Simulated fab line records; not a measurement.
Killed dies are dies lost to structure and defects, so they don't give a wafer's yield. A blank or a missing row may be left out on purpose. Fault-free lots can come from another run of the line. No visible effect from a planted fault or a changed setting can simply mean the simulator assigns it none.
Matching of chambers | flow sfq line | SFQ_TRILAYER_I3_CMP_CMP_082 on cmp-01: 4 sister chambers
The step polishes SiO2. 8 wafers are shown with their chamber, then 8 later ones without.

== WAFERS, EACH WITH ITS CHAMBER ==
wafer  | chamber | motor current A (A) | time to endpoint s (s)
L160.1 | 0       | 9.1                 | 211
L163.4 | 3       | 12.9                | 231
L163.1 | 1       | 9.9                 | 215
L163.3 | 2       | 8.4                 | 207
L165.1 | 3       | 13.1                | 220
L165.4 | 1       | 9.7                 | 225
L165.5 | 2       | 7.6                 | 224
L166.2 | 0       | 8.4                 | 212

== WAFERS WHOSE CHAMBER IS MISSING ==
wafer  | motor current A (A) | time to endpoint s (s)
L166.3 | 8.0                 | 217
L166.4 | 13.1                | 233
L167.1 | 12.8                | 220
L167.3 | 7.8                 | 209
L167.5 | 9.7                 | 219
L168.1 | 8.9                 | 214
L168.3 | 9.7                 | 214
L168.6 | 9.5                 | 223

== CHAMBER TAKEN BY EACH ==
wafer  | from the rows above          | in truth
L166.3 | can't be placed: 2 or 0      | 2
L166.4 | 3                            | 3
L167.1 | 3                            | 3
L167.3 | can't be placed: 2 or 0      | 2
L167.5 | 1                            | 1
L168.1 | can't be placed: 0 or 2 or 1 | 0
L168.3 | can't be placed: 1 or 0      | 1
L168.6 | can't be placed: 1 or 0      | 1
3 of 8 placed correctly. Cannot be placed on the basis of these rows: 5; the candidates contain the true chamber in 5. 0 placed wrongly.
How it was worked out, from the rows above alone: a wafer's distance from a chamber is the root of the sum, over the readings, of the square of ((its reading less the chamber's mean) divided by the reading's scatter). The wafer belongs to the nearest chamber; if the next one is less than 2 further off, it can't be placed. The mean given for a chamber averages the wafers shown for that chamber. How the scatter is found: for the shown wafers, subtract from each reading the mean of its chamber, square and add these, divide the total by (wafers less chambers), then take the root.
